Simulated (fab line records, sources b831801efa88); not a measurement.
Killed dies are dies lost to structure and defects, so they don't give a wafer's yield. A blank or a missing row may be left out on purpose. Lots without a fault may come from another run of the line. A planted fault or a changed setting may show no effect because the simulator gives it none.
Which tool did it? | flow sky130 | 6 lots, 18 wafers sampled, at 3 steps of a route of 708

WHAT THE GAUGES READ, wafer by wafer
SKY_LDD_P_TW_MEAS_11.
lot  | measured     | on            | LDD_P_TW
L370 | day 19 16:20 | film_metro-01 | 639 638 643
L374 | day 20 08:00 | film_metro-03 | 644 646 647
L379 | day 22 23:26 | film_metro-03 | 649 647 648
L382 | day 23 23:35 | film_metro-01 | 551 549 546
L390 | day 26 19:17 | film_metro-02 | 638 640 636
L392 | day 27 09:38 | film_metro-02 | 638 635 637

WHICH TOOL RAN EACH LOT (tool, then ch and the chambers of the sampled wafers, then the start)
lot  | SKY_SONOS_ONO_ETCH_15              | SKY_LDD_P_IMPLANT_09
L370 | rie_diel-01 ch 0,1,2, day 12 21:37 | implanter-01 ch 0, day 19 16:05
L374 | rie_diel-01 ch 1,2,3, day 13 19:55 | implanter-01 ch 0, day 20 07:45
L379 | rie_diel-03 ch 1,3, day 15 19:16   | implanter-01 ch 0, day 22 23:12
L382 | rie_diel-01 ch 1,2,3, day 16 22:44 | implanter-01 ch 0, day 23 23:20
L390 | rie_diel-03 ch 0,1,3, day 20 01:13 | implanter-04 ch 0, day 26 19:04
L392 | rie_diel-01 ch 0,1,3, day 20 17:35 | implanter-04 ch 0, day 27 09:24
- SKY_SONOS_ONO_ETCH_15: etches the open film in CHF3/O2, target depth 19.52 nm, time 7.8 s.
- SKY_LDD_P_IMPLANT_09

THE ANSWER, worked out from the rows above alone
Rule: what is usual is taken from the lots themselves. Put in order of their means at a reading, lots are off if they are a third of the lots or fewer, leave a main group of 4 or more, and stand apart from it by a gap of 3 or more times the standard deviation of the main group's means; of several such gaps the widest counts. A main group whose means are all the same, to the digits that the tables above print for the reading, isn't used. A lot without any number at a reading at which 4 lots or more have one is off too. The other lots that the step has rows for count as sound.
Off: L382, at SKY_LDD_P_TW_MEAS_11 (LDD_P_TW). The main group: mean 642, standard deviation 4.4.
A tool fits if, at a process step before that reading, it ran every lot that is off, and no sound lot after the first of them. The gauges at SKY_LDD_P_TW_MEAS_11 are tried like those tools. Can't be told from this: 2 tools fit, implanter-01 at SKY_LDD_P_IMPLANT_09, film_metro-01 at SKY_LDD_P_TW_MEAS_11.

WHAT THE SIMULATOR HAD PUT IN
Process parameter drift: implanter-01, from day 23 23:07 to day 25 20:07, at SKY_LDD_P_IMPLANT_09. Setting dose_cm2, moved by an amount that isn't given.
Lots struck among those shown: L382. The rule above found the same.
